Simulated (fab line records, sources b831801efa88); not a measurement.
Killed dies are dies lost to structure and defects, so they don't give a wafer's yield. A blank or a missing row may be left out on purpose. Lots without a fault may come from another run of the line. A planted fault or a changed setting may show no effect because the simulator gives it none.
Chamber matching | flow sky130 | SKY_SONOS_ONO_ETCH_15 on rie_diel-03: 4 sister chambers
The step etches the open film in CHF3/O2, target depth 19.52 nm, time 7.8 s. 4 wafers are shown with their chamber, then 9 later ones without.

WAFERS WITH THEIR CHAMBER
wafer  | chamber | drypump_motor_current_A (A)
L088.6 | 3       | 5.9
L090.1 | 1       | 5.6
L090.2 | 0       | 5.8
L090.5 | 2       | 5.3

WAFERS WITHOUT THEIR CHAMBER
wafer  | drypump_motor_current_A (A)
L093.1 | 5.9
L093.2 | 5.4
L093.4 | 5.8
L095.2 | 5.6
L095.5 | 5.6
L095.6 | 5.8
L096.1 | 5.8
L096.2 | 5.6
L096.5 | 5.4

WHICH CHAMBER EACH WENT THROUGH
wafer  | from the rows above | in truth
L093.1 | 3                   | 3
L093.2 | 2                   | 2
L093.4 | 0                   | 0
L095.2 | 1                   | 1
L095.5 | 1                   | 1
L095.6 | 0                   | 0
L096.1 | 0                   | 0
L096.2 | 1                   | 1
L096.5 | 2                   | 2
Placed correctly: 9 of 9. Can't be placed from these rows: 0. Placed wrongly: 0.
How it was worked out, from the rows above alone: a wafer's distance from a chamber is the root of the sum, over the readings, of the square of ((its reading less the chamber's mean) divided by the reading's scatter). The wafer belongs to the nearest chamber; if the next one is less than 2 further off, it can't be placed. A chamber's mean is the mean of its shown wafers. The scatter: with one shown wafer a chamber, the root of the mean of the squares of how far each hidden wafer lies from its nearest shown one.
